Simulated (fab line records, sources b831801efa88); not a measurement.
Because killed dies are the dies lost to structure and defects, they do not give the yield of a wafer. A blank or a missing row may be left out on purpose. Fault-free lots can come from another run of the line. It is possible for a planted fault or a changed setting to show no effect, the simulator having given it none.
fab line records | flow sky130
[record] lots = 7 wafers = 21 lastDay = 50
route steps=708 shown METAL4@600 CAP2M@603 PAD_OPEN@708
lots that met no fault: taken from a fault-free run of the same line
startH: hours from the record's opening day to when the first of the lot's shown wafers began | waitH: hours from the lot's prior step to this one | " repeats the value in the row above | L1.1+2: a row that stands for several wafers | - no value present, or no start provided | * or withheld: withheld | < > ~ a bound
route shown NAME@n: names a module that has steps shown in the file, with the first one's number in the route | usual: mean/standard deviation taken from wafers without a fault | same: alike in all rows | chamber/n: place in a boat | sites: the reading at each site | _std_site: how widely they spread, as a standard deviation | _edge_site: outer sites' mean less inner sites' | radiusMm: for every site, how far away it sits from the centre of the wafer | mask NAME#n: copy n | behind: the most recent tool/chamber to have shaped the wafer | hold: why the lot was held/for how many hours/how that ended | device: the transistor (n, p or np) that didn't switch | end of line: the route-end tests of the same wafers | a step given without rows: its recipe and nothing more | killed: the dies lost at the first sort to structure and to defects; this is not the yield of the wafer | map: shows each die of a wafer: x if killed, . if not, _ if none is there
set.NAME: the run value of the setting; set.NAME@STEP: its run value at that earlier step | model.NAME: the simulator's own value behind a step, which no gauge read
lots at selected steps of the route; one table per step, one row per wafer
services: when a tool's chamber went out of use (startH, in hours from the record's first day, below 0 if earlier), for how many hours, and the reason
[[steps]]
[step SKY_METAL4_SPUTTER_02]
[recipe] material = AlCu targetThkNm = 735 powerW = 10600 timeS = 39.1 chamberPressurePa = 0.4
[usual] throttleValvePct = 30.1/1.2
// columns lot.wafer tool chamber startH waitH throttleValvePct
L309.1 pvdSputter-01 - 999.24 0.0 29.8
L309.3 " - " " 28.4
L309.5 " - " " 30.3
L313.1 pvdSputter-01 - 1016.01 0.0 30.8
L313.4 " - " " 30.1
L313.5 " - " " 30.7
L317.1 pvdSputter-02 - 1026.03 0.0 31.1
L317.4 " - " " 32.0
L317.5 " - " " 31.9
L316.2 pvdSputter-01 - 1035.10 0.0 30.9
L316.5 " - " " 28.4
L316.6 " - " " 30.1
L318.1 pvdSputter-02 - 1049.84 0.0 28.7
L318.2 " - " " 30.8
L318.4 " - " " 30.3
L321.2 pvdSputter-02 - 1060.21 0.0 30.6
L321.3 " - " " 30.9
L321.4 " - " " 31.8
L322.1 pvdSputter-01 - 1063.03 0.0 30.7
L322.3 " - " " 30.0
L322.6 " - " " 30.1
[step SKY_METAL4_SPUTTER_03]
[recipe] material = Ti targetThkNm = 5 powerW = 3000 timeS = 3.3 chamberPressurePa = 0.4
[usual] throttleValvePct = 30.1/1.2
// columns lot.wafer tool chamber startH waitH throttleValvePct
L309.1 pvdSputter-01 - 999.28 0.0 29.8
L309.3 " - " " 28.2
L309.5 " - " " 30.2
L313.1 pvdSputter-01 - 1016.05 0.0 30.6
L313.4 " - " " 29.9
L313.5 " - " " 30.6
L317.1 pvdSputter-02 - 1026.07 0.0 30.6
L317.4 " - " " 32.1
L317.5 " - " " 32.0
L316.2 pvdSputter-01 - 1035.14 0.0 30.6
L316.5 " - " " 28.3
L316.6 " - " " 30.0
L318.1 pvdSputter-02 - 1049.88 0.0 29.0
L318.2 " - " " 31.1
L318.4 " - " " 30.3
L321.2 pvdSputter-02 - 1060.25 0.0 30.2
L321.3 " - " " 31.0
L321.4 " - " " 31.9
L322.1 pvdSputter-01 - 1063.07 0.0 30.9
L322.3 " - " " 30.0
L322.6 " - " " 29.9
[step SKY_METAL4_SPUTTER_04]
[recipe] material = TiN targetThkNm = 70 powerW = 6500 timeS = 58.3 chamberPressurePa = 0.4
[usual] throttleValvePct = 30.1/1.2
// columns lot.wafer tool chamber startH waitH throttleValvePct
L309.1 pvdSputter-01 - 999.30 0.0 29.7
L309.3 " - " " 28.2
L309.5 " - " " 30.1
L313.1 pvdSputter-01 - 1016.07 0.0 30.9
L313.4 " - " " 30.2
L313.5 " - " " 30.6
L317.1 pvdSputter-02 - 1026.08 0.0 31.1
L317.4 " - " " 31.7
L317.5 " - " " 32.0
L316.2 pvdSputter-01 - 1035.16 0.0 30.7
L316.5 " - " " 28.2
L316.6 " - " " 30.0
L318.1 pvdSputter-02 - 1049.90 0.0 28.7
L318.2 " - " " 31.1
L318.4 " - " " 30.1
L321.2 pvdSputter-02 - 1060.27 0.0 30.0
L321.3 " - " " 30.9
L321.4 " - " " 32.0
L322.1 pvdSputter-01 - 1063.09 0.0 31.0
L322.3 " - " " 29.8
L322.6 " - " " 29.9
[step SKY_CAP2M_CVD_00]
[recipe] material = SiO2 targetThkNm = 15.5 tempC = 400 timeS = withheld rfW = 450
[usual] heaterPowerW = 713/99
// columns lot.wafer tool chamber startH waitH heaterPowerW
L309.1 pecvd-03 1 999.35 0.0 842
L309.3 " 2 " " 880
L309.5 " 2 " " 866
L313.1 pecvd-02 0 1016.12 0.0 683
L313.4 " 2 " " 711
L313.5 " 0 " " 667
L317.1 pecvd-02 0 1026.13 0.0 734
L317.4 " 2 " " 746
L317.5 " 0 " " 718
L316.2 pecvd-01 0 1035.20 0.0 635
L316.5 " 2 " " 580
L316.6 " 0 " " 634
L318.1 pecvd-03 1 1049.95 0.0 903
L318.2 " 2 " " 895
L318.4 " 1 " " 875
L321.2 pecvd-02 2 1060.32 0.0 697
L321.3 " 1 " " 669
L321.4 " 2 " " 702
L322.1 pecvd-03 2 1063.13 0.0 885
L322.3 " 0 " " 708
L322.6 " 2 " " 899
[step SKY_CAP2M_THK_MEAS_01]
[recipe] reads = SiO2_of_CAP2M_CVD_00
[usual] CAP2M_CVD_00_THK = 15.43/0.22
// columns lot.wafer tool chamber startH waitH CAP2M_CVD_00_THK[nm]
L309.1 filmMetro-04 - 999.37 - 15.46
L309.3 " - " " 15.42
L309.5 " - " " 15.45
L313.1 filmMetro-01 - 1016.15 - 15.62
L313.4 " - " " 15.50
L313.5 " - " " 15.55
L317.1 filmMetro-01 - 1026.17 - 15.39
L317.4 " - " " 15.38
L317.5 " - " " 15.55
L316.2 filmMetro-01 - 1035.24 - 15.23
L316.5 " - " " 15.43
L316.6 " - " " 15.44
L318.1 filmMetro-03 - 1049.97 - 15.58
L318.2 " - " " 15.75
L318.4 " - " " 15.85
L321.2 filmMetro-03 - 1060.35 - 15.23
L321.3 " - " " 15.26
L321.4 " - " " 15.33
L322.1 filmMetro-01 - 1063.16 - 15.46
L322.3 " - " " 15.26
L322.6 " - " " 15.78
[step SKY_CAP2M_SPUTTER_02]
[recipe] material = TiN targetThkNm = 200 tempC = 300 powerW = 6500 timeS = 166.7 chamberPressurePa = 0.4
[usual] throttleValvePct = 30.0/1.4
// columns lot.wafer tool chamber startH waitH throttleValvePct
L309.1 pvdSputter-03 - 999.43 0.1 30.9
L309.3 " - " " 30.2
L309.5 " - " " 29.9
L313.1 pvdSputter-04 - 1016.21 0.1 28.8
L313.4 " - " " 29.1
L313.5 " - " " 29.2
L317.1 pvdSputter-04 - 1026.23 0.1 29.1
L317.4 " - " " 28.9
L317.5 " - " " 29.0
L316.2 pvdSputter-03 - 1035.29 0.0 30.4
L316.5 " - " " 30.0
L316.6 " - " " 31.0
L318.1 pvdSputter-03 - 1050.03 0.1 30.0
L318.2 " - " " 28.0
L318.4 " - " " 30.9
L321.2 pvdSputter-01 - 1060.40 0.0 30.7
L321.3 " - " " 28.4
L321.4 " - " " 30.0
L322.1 pvdSputter-04 - 1063.22 0.1 32.8
L322.3 " - " " 28.8
L322.6 " - " " 29.0
[step SKY_CAP2M_RS_MEAS_03]
[recipe] thkMeasGauge = four-point-probe reads = TiN_of_CAP2M_SPUTTER_02
[usual] CAP2M_TIN_RS = 6.89/0.086
// columns lot.wafer tool chamber startH waitH CAP2M_TIN_RS[ohm/sq]
L309.1 filmMetro-04 - 999.55 0.1 6.85
L309.3 " - " " 6.96
L309.5 " - " " 6.94
L313.1 filmMetro-04 - 1016.32 0.1 6.84
L313.4 " - " " 6.91
L313.5 " - " " 6.90
L317.1 filmMetro-03 - 1026.34 0.1 6.91
L317.4 " - " " 6.90
L317.5 " - " " 6.97
L316.2 filmMetro-03 - 1035.42 0.1 6.98
L316.5 " - " " 6.95
L316.6 " - " " 6.90
L318.1 filmMetro-01 - 1050.14 0.1 6.94
L318.2 " - " " 6.83
L318.4 " - " " 6.78
L321.2 filmMetro-01 - 1060.53 0.1 7.12
L321.3 " - " " 7.04
L321.4 " - " " 7.16
L322.1 filmMetro-03 - 1063.34 0.1 6.91
L322.3 " - " " 6.91
L322.6 " - " " 6.94
[step SKY_CAP2M_THK_MEAS_04]
[recipe] thkMeasGauge = xrf reads = TiN_of_CAP2M_SPUTTER_02
[usual] CAP2M_TIN_THK = 199.3/2.5
// columns lot.wafer tool chamber startH waitH CAP2M_TIN_THK[nm]
L309.1 filmMetro-04 - 999.67 0.1 201.0
L309.3 " - " " 197.4
L309.5 " - " " 198.1
L313.1 filmMetro-04 - 1016.44 0.1 200.8
L313.4 " - " " 198.4
L313.5 " - " " 199.4
L317.1 filmMetro-03 - 1026.46 0.1 197.5
L317.4 " - " " 198.9
L317.5 " - " " 197.0
L316.2 filmMetro-03 - 1035.53 0.1 196.9
L316.5 " - " " 197.4
L316.6 " - " " 199.4
L318.1 filmMetro-01 - 1050.26 0.1 199.5
L318.2 " - " " 200.6
L318.4 " - " " 201.3
L321.2 filmMetro-01 - 1060.64 0.1 193.6
L321.3 " - " " 195.5
L321.4 " - " " 192.8
L322.1 filmMetro-03 - 1063.46 0.1 197.8
L322.3 " - " " 198.4
L322.6 " - " " 197.2
[step SKY_CAP2M_DEHYDRATE_05]
[recipe] tempC = 200 timeS = 60
[step SKY_CAP2M_HMDS_06]
[recipe] primeTimeS = 60 primeTempC = 120
[step SKY_CAP2M_COAT_07]
[recipe] resist = NOVOLAK spinRpm = 3000 resistThkNm = 1140
[step SKY_CAP2M_SOFTBAKE_08]
[recipe] tempC = 90 timeS = 60 resist = NOVOLAK
[step SKY_CAP2M_EXPOSE_09]
[recipe] maskId = CAP2M na = 0.6 sourceShape = conventional sigmaOuter = 0.6 polarization = unpolarized targetCdNm = 1000 doseMj = 159
[usual] reticleTempC = 23.00/0.12
// columns lot.wafer tool chamber startH waitH mask reticleTempC model.CAP2M.overlayXNm
L309.1 ilineStepper-01 0 1011.70 - CAP2M#0 22.92 1.157
L309.3 " 0 " " CAP2M#0 22.88 1.157
L309.5 " 0 " " CAP2M#0 23.06 1.157
L313.1 ilineStepper-01 0 1028.59 - CAP2M#0 23.05 245
L313.4 " 0 " " CAP2M#0 23.07 245
L313.5 " 0 " " CAP2M#0 22.99 245
L317.1 ilineStepper-01 0 1038.18 - CAP2M#0 23.04 245
L317.4 " 0 " " CAP2M#0 22.97 245
L317.5 " 0 " " CAP2M#0 23.06 245
L316.2 ilineStepper-01 0 1046.45 - CAP2M#0 22.99 246.3
L316.5 " 0 " " CAP2M#0 22.99 246.3
L316.6 " 0 " " CAP2M#0 23.06 246.3
L318.1 ilineStepper-02 0 1060.50 - CAP2M#0 22.96 1.601
L318.2 " 0 " " CAP2M#0 22.87 1.601
L318.4 " 0 " " CAP2M#0 23.10 1.601
L321.2 ilineStepper-02 0 1071.92 - CAP2M#0 22.70 -1.413
L321.3 " 0 " " CAP2M#0 22.80 -1.413
L321.4 " 0 " " CAP2M#0 23.08 -1.413
L322.1 ilineStepper-02 0 1074.68 - CAP2M#0 22.90 0.09929
L322.3 " 0 " " CAP2M#0 23.04 0.09929
L322.6 " 0 " " CAP2M#0 22.92 0.09929
[step SKY_CAP2M_PEB_10]
[recipe] tempC = withheld timeS = * resist = NOVOLAK
[step SKY_CAP2M_DEVELOP_11]
[recipe] resist = NOVOLAK developer = TMAH developTimeS = 60 devTempC = 23
[step SKY_CAP2M_OVL_MEAS_12]
[usual] CAP2M_OVL = -0.9/1.4
// columns lot.wafer tool chamber startH waitH CAP2M_OVL[nm]
L309.1 overlay-02 - 1023.34 0.1 -2.3
L309.3 " - " " -0.7
L309.5 " - " " -2.2
L313.1 overlay-01 - 1039.08 0.1 243.5
L313.4 " - " " 243.9
L313.5 " - " " 244.6
L317.1 overlay-01 - 1049.74 0.1 243.3
L317.4 " - " " 243.2
L317.5 " - " " 242.9
L316.2 overlay-02 - 1057.49 0.1 243.3
L316.5 " - " " 244.2
L316.6 " - " " 243.9
L318.1 overlay-02 - 1071.44 0.1 -0.3
L318.2 " - " " 0.7
L318.4 " - " " -0.5
L321.2 overlay-02 - 1081.94 0.1 -1.4
L321.3 " - " " -2.7
L321.4 " - " " -0.5
L322.1 overlay-02 - 1084.28 0.1 -0.7
L322.3 " - " " 0.3
L322.6 " - " " 0.3
[step SKY_CAP2M_METAL_ETCH_13]
[recipe] targetDepthNm = 220 stopOn = SiO2 chemistry = Cl2/BCl3 target = TiN pressureMtorr = 10 icpW = 900 biasW = 48.5 Cl2_flow_sccm = 60 bcl3FlowSccm = 30 timeS = 62.9
[step SKY_PAD_OPEN_PROBE_99]
[usual] defectLimitedYield = 82.6/2 killed_at_M0_to_M3 = 42/6.2 killed_at_M4_up = 3.0/1.8 killedAtContacts = 25/5.9 killedAtFrontEnd = 15/4.5 killedAtOther = 0.2/0.45 killedDies = 85/9.9 killedOnRim = 17/3.5 killedOpen = 47/6.7 killedShort = 39/6.4 sort_bin_3_pad_short = 0.9/0.41 sort_bin_5_function = 10.2/1.4 sort_bin_6_memory = 6.3/1.1 sortNPass = 407/9.9 sortYieldPct = 82.6/2
[same] grossDies = 492 killedAtBackSide = 0 sort_bin_4_leakage[%] = 0 sort_bin_8_speed[%] = 0
// columns lot.wafer tool chamber startH waitH defectLimitedYield[%] killed_at_M0_to_M3 killed_at_M4_up killedAtContacts killedAtFrontEnd killedAtOther killedDies killedOnRim killedOpen killedShort sort_bin_3_pad_short[%] sort_bin_5_function[%] sort_bin_6_memory[%] sortNPass sortYieldPct[%]
L309.1 prober-01 - 1133.40 0.1 85.8 39 3 16 12 0 70 18 34 36 0.8 6.9 6.5 422 85.8
L309.3 prober-01 - 1133.50 0.2 84.1 41 1 26 10 0 78 17 42 36 0.6 9.1 6.1 414 84.1
L309.5 prober-01 - 1133.60 0.2 83.9 38 2 20 19 0 79 12 43 36 1.4 8.5 6.1 413 83.9
L313.1 prober-02 - 1150.34 0.1 0 56 2 24 11 399 492 96 46 47 40.7 51.6 7.7 0 0
L313.4 prober-02 - 1150.49 0.2 0 48 3 18 13 410 492 96 40 43 40.7 53.9 5.5 0 0
L313.5 prober-02 - 1150.54 0.2 0 55 2 20 19 396 492 96 48 49 40.2 53.0 6.7 0 0
L317.1 prober-01 - 1157.35 0.1 0 45 1 22 12 412 492 96 50 32 42.3 52.4 5.3 0 0
L317.4 prober-01 - 1157.50 0.2 0 38 4 18 12 420 492 96 37 35 45.1 49.4 5.5 0 0
L317.5 prober-01 - 1157.55 0.2 0 34 6 23 16 413 492 96 44 35 43.5 50.0 6.5 0 0
L316.2 prober-02 - 1167.11 0.1 0 40 4 29 13 406 492 96 48 38 43.5 50.4 6.1 0 0
L316.5 prober-02 - 1167.26 0.2 0 44 3 34 8 403 492 96 52 37 39.6 52.8 7.5 0 0
L316.6 prober-02 - 1167.31 0.2 0 42 2 32 10 406 492 96 45 41 42.3 51.6 6.1 0 0
L318.1 prober-02 - 1176.78 0.1 82.7 43 1 28 13 0 85 18 42 43 1.0 10.0 6.3 407 82.7
L318.2 prober-02 - 1176.83 0.1 81.9 47 3 30 9 0 89 16 50 39 0.6 11.0 6.5 403 81.9
L318.4 prober-02 - 1176.93 0.2 86.0 33 4 25 7 0 69 14 43 26 0.4 9.6 4.1 423 86.0
L321.2 prober-02 - 1188.00 0.1 85.8 38 5 17 10 0 70 15 44 26 0.8 9.1 4.3 422 85.8
L321.3 prober-02 - 1188.05 0.2 83.5 39 3 24 15 0 81 20 42 39 1.0 9.3 6.1 411 83.5
L321.4 prober-02 - 1188.10 0.2 85.2 34 4 18 17 0 73 8 43 30 0.2 10.2 4.5 419 85.2
L322.1 prober-01 - 1188.21 0.1 80.3 45 7 28 17 0 97 18 56 41 1.0 12.0 6.7 395 80.3
L322.3 prober-01 - 1188.31 0.2 79.1 53 5 22 22 1 103 17 50 53 0.8 11.0 9.1 389 79.1
L322.6 prober-01 - 1188.46 0.2 83.7 48 2 17 12 1 80 15 44 36 1.0 10.0 5.3 412 83.7
// killed by level:class
L309.1 VIA1:geometricParticle:open=12 CONTACT:geometricParticle:open=7 METAL1:geometricParticle:short=7 METAL2:geometricParticle:short=7 LI_CONTACT:geometricParticle:open=5 FIELD_ISO:geometricParticle:short=4 POLY_GATE:geometricParticle:short=3 VIA1:geometricParticle:short=3
L309.3 CONTACT:geometricParticle:open=12 METAL1:geometricParticle:short=7 METAL2:geometricParticle:short=7 LI_CONTACT:geometricParticle:open=6 VIA1:geometricParticle:open=6 VIA1:geometricParticle:short=5 VIA2:geometricParticle:open=5 VIA3:geometricParticle:open=4
L309.5 VIA3:geometricParticle:open=10 LI_CONTACT:geometricParticle:open=7 CONTACT:geometricParticle:open=7 METAL2:geometricParticle:short=7 FIELD_ISO:geometricParticle:short=5 FIELD_ISO:geometricParticle:open=4 VIA2:geometricParticle:open=4 VIA2:geometricParticle:short=4
L313.1 CAP2M:overlay=399 VIA1:geometricParticle:open=10 METAL2:geometricParticle:short=9 METAL1:geometricParticle:short=7 CONTACT:geometricParticle:open=7 CONTACT:geometricParticle:short=6 VIA1:geometricParticle:short=6 VIA3:geometricParticle:open=6
L313.4 CAP2M:overlay=409 VIA1:geometricParticle:open=9 METAL1:geometricParticle:short=9 VIA3:geometricParticle:open=6 POLY_GATE:geometricParticle:open=5 LI_CONTACT:geometricParticle:open=5 VIA2:geometricParticle:short=5 CONTACT:geometricParticle:open=5
L313.5 CAP2M:overlay=395 VIA2:geometricParticle:open=12 VIA1:geometricParticle:open=10 VIA1:geometricParticle:short=6 FIELD_ISO:geometricParticle:short=5 FIELD_ISO:geometricParticle:open=5 POLY_GATE:geometricParticle:short=5 LI_CONTACT:geometricParticle:open=5
L317.1 CAP2M:overlay=410 CONTACT:geometricParticle:open=11 VIA2:geometricParticle:open=10 METAL2:geometricParticle:short=9 LI_CONTACT:geometricParticle:open=5 VIA1:geometricParticle:open=5 POLY_GATE:geometricParticle:open=4 VIA3:geometricParticle:open=4
L317.4 CAP2M:overlay=420 VIA1:geometricParticle:open=7 LI_CONTACT:geometricParticle:open=6 VIA3:geometricParticle:open=5 VIA1:geometricParticle:short=4 METAL2:geometricParticle:short=4 VIA2:geometricParticle:open=4 FIELD_ISO:geometricParticle:short=3
L317.5 CAP2M:overlay=413 VIA1:geometricParticle:open=9 CONTACT:geometricParticle:open=8 LI_CONTACT:geometricParticle:open=6 CONTACT:geometricParticle:short=6 VIA3:geometricParticle:open=5 METAL4:geometricParticle:short=5 POLY_GATE:geometricParticle:short=4
L316.2 CAP2M:overlay=406 CONTACT:geometricParticle:open=12 LI_CONTACT:geometricParticle:open=8 VIA1:geometricParticle:open=8 FIELD_ISO:geometricParticle:short=6 METAL3:geometricParticle:short=5 VIA2:geometricParticle:open=5 METAL1:geometricParticle:short=4
L316.5 CAP2M:overlay=403 CONTACT:geometricParticle:open=11 LI_CONTACT:geometricParticle:open=9 CONTACT:geometricParticle:short=8 VIA2:geometricParticle:open=8 VIA3:geometricParticle:open=7 METAL1:geometricParticle:short=6 VIA1:geometricParticle:open=5
L316.6 CAP2M:overlay=406 LI_CONTACT:geometricParticle:open=10 CONTACT:geometricParticle:short=8 VIA1:geometricParticle:open=7 METAL2:geometricParticle:short=7 VIA2:geometricParticle:open=7 CONTACT:geometricParticle:open=5 LOCAL_INTERCONNECT:geometricParticle:short=4
L318.1 VIA1:geometricParticle:open=9 METAL1:geometricParticle:short=8 LI_CONTACT:geometricParticle:open=7 VIA2:geometricParticle:open=6 LOCAL_INTERCONNECT:geometricParticle:short=6 CONTACT:geometricParticle:short=6 VIA3:geometricParticle:open=5 CONTACT:geometricParticle:open=5
L318.2 VIA2:geometricParticle:open=12 CONTACT:geometricParticle:open=12 LI_CONTACT:geometricParticle:open=7 CONTACT:geometricParticle:short=6 METAL2:geometricParticle:short=6 VIA3:geometricParticle:open=5 VIA2:geometricParticle:short=4 VIA1:geometricParticle:short=4
L318.4 CONTACT:geometricParticle:open=12 VIA1:geometricParticle:open=7 CONTACT:geometricParticle:short=5 VIA2:geometricParticle:open=5 LI_CONTACT:geometricParticle:open=4 VIA1:geometricParticle:short=4 VIA3:geometricParticle:short=4 VIA3:geometricParticle:open=4
L321.2 VIA1:geometricParticle:open=9 VIA2:geometricParticle:open=8 VIA3:geometricParticle:open=6 CONTACT:geometricParticle:open=6 METAL1:geometricParticle:short=5 FIELD_ISO:geometricParticle:open=4 LI_CONTACT:geometricParticle:open=4 VIA1:geometricParticle:short=4
L321.3 CONTACT:geometricParticle:open=10 VIA1:geometricParticle:open=9 VIA2:geometricParticle:open=8 CONTACT:geometricParticle:short=6 METAL2:geometricParticle:short=6 FIELD_ISO:geometricParticle:open=5 LOCAL_INTERCONNECT:geometricParticle:short=5 FIELD_ISO:geometricParticle:short=4
L321.4 VIA1:geometricParticle:open=9 FIELD_ISO:geometricParticle:open=7 CONTACT:geometricParticle:open=6 VIA2:geometricParticle:open=6 FIELD_ISO:geometricParticle:short=5 METAL3:geometricParticle:short=5 VIA3:geometricParticle:open=4 LOCAL_INTERCONNECT:geometricParticle:short=3
L322.1 VIA1:geometricParticle:open=16 LI_CONTACT:geometricParticle:open=11 CONTACT:geometricParticle:open=8 METAL1:geometricParticle:short=8 METAL4:geometricParticle:short=6 CONTACT:geometricParticle:short=5 POLY_GATE:geometricParticle:open=5 VIA2:geometricParticle:open=5
L322.3 VIA1:geometricParticle:open=12 FIELD_ISO:geometricParticle:short=8 VIA3:geometricParticle:open=8 CONTACT:geometricParticle:open=7 VIA2:geometricParticle:open=7 METAL1:geometricParticle:short=6 LOCAL_INTERCONNECT:geometricParticle:short=5 VIA2:geometricParticle:short=5
L322.6 VIA1:geometricParticle:open=9 VIA2:geometricParticle:open=8 METAL1:geometricParticle:short=7 VIA1:geometricParticle:short=6 METAL3:geometricParticle:short=6 VIA3:geometricParticle:open=6 LI_CONTACT:geometricParticle:open=5 CONTACT:geometricParticle:open=5
// map L313.1 (x killed, . not)
__________xxxxxxxxxx_________
________xxxxxxxxxxxxxx_______
______xxxxxxxxxxxxxxxxxx_____
_____xxxxxxxxxxxxxxxxxxxx____
____xxxxxxxxxxxxxxxxxxxxxx___
___xxxxxxxxxxxxxxxxxxxxxxxx__
__xxxxxxxxxxxxxxxxxxxxxxxxxx_
_xxxxxxxxxxxxxxxxxxxxxxxxxxxx
_xxxxxxxxxxxxxxxxxxxxxxxxxxxx
_xxxxxxxxxxxxxxxxxxxxxxxxxxxx
_xxxxxxxxxxxxxxxxxxxxxxxxxxxx
_xxxxxxxxxxxxxxxxxxxxxxxxxxxx
_xxxxxxxxxxxxxxxxxxxxxxxxxxxx
_xxxxxxxxxxxxxxxxxxxxxxxxxxxx
_xxxxxxxxxxxxxxxxxxxxxxxxxxxx
__xxxxxxxxxxxxxxxxxxxxxxxxxx_
___xxxxxxxxxxxxxxxxxxxxxxxx__
____xxxxxxxxxxxxxxxxxxxxxx___
_____xxxxxxxxxxxxxxxxxxxx____
______xxxxxxxxxxxxxxxxxx_____
________xxxxxxxxxxxxxx_______
__________xxxxxxxxxx_________
// map L316.2 (x killed, . not)
__________xxxxxxxxxx_________
________xxxxxxxxxxxxxx_______
______xxxxxxxxxxxxxxxxxx_____
_____xxxxxxxxxxxxxxxxxxxx____
____xxxxxxxxxxxxxxxxxxxxxx___
___xxxxxxxxxxxxxxxxxxxxxxxx__
__xxxxxxxxxxxxxxxxxxxxxxxxxx_
_xxxxxxxxxxxxxxxxxxxxxxxxxxxx
_xxxxxxxxxxxxxxxxxxxxxxxxxxxx
_xxxxxxxxxxxxxxxxxxxxxxxxxxxx
_xxxxxxxxxxxxxxxxxxxxxxxxxxxx
_xxxxxxxxxxxxxxxxxxxxxxxxxxxx
_xxxxxxxxxxxxxxxxxxxxxxxxxxxx
_xxxxxxxxxxxxxxxxxxxxxxxxxxxx
_xxxxxxxxxxxxxxxxxxxxxxxxxxxx
__xxxxxxxxxxxxxxxxxxxxxxxxxx_
___xxxxxxxxxxxxxxxxxxxxxxxx__
____xxxxxxxxxxxxxxxxxxxxxx___
_____xxxxxxxxxxxxxxxxxxxx____
______xxxxxxxxxxxxxxxxxx_____
________xxxxxxxxxxxxxx_______
__________xxxxxxxxxx_________
[[services]]
// columns tool chamber startH hours kind
pvdSputter-04 - 980.03 1.2 repair
pvdSputter-04 3 981.40 - consumableReplace:kit
pvdSputter-04 3 981.40 18.0 scheduledDown
pvdSputter-04 3 981.40 18.0 ventCycle
pecvd-03 2 987.87 3.8 repair
ilineStepper-01 - 989.65 4.5 repair
pecvd-02 1 999.38 - clean
pecvd-02 1 999.38 - consumableReplace:showerhead
pecvd-02 1 999.38 29.0 scheduledDown
pecvd-02 1 999.38 29.0 ventCycle
pecvd-03 - 999.42 0.8 repair
ilineStepper-02 - 1002.72 4.4 pm
pecvd-01 - 1007.78 1.3 repair
pecvd-01 2 1028.69 5.5 scheduledDown
ilineStepper-02 - 1035.26 5.7 repair
ilineStepper-01 - 1040.99 4.4 pm
pecvd-01 - 1049.80 1.0 repair
pvdSputter-03 2 1057.56 - consumableReplace:kit
pvdSputter-03 2 1057.56 18.0 scheduledDown
pvdSputter-03 2 1057.56 18.0 ventCycle
pecvd-02 - 1068.26 0.9 repair
[[key]]
[firstSign] step = SKY_CAP2M_OVL_MEAS_12 reading = CAP2M_OVL direction = up sigmas = 99+ usual = -0.9 struck = 243.6
[effect] step = SKY_PAD_OPEN_PROBE_99 reading = killedAtOther direction = up sigmas = 99+ usual = 0.2 struck = 407.2
[modelEffect] step = SKY_CAP2M_EXPOSE_09 value = CAP2M.overlayXNm without = -0.1042 struck = 245.4
[moreKillsBornAt] SKY_CAP2M_EXPOSE_09@ilineStepper-01 = 3661
metAt SKY_CAP2M_EXPOSE_09
struckWafers L313.1,L313.4,L313.5,L316.2,L316.5,L316.6,L317.1,L317.4,L317.5
onsetBetween 1011.70 1028.59
[fault] kind = scannerMatchingOverlay tool = ilineStepper-01 chamber = - onsetH = 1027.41 steps = SKY_CAP2M_EXPOSE_09 offset = 245.55
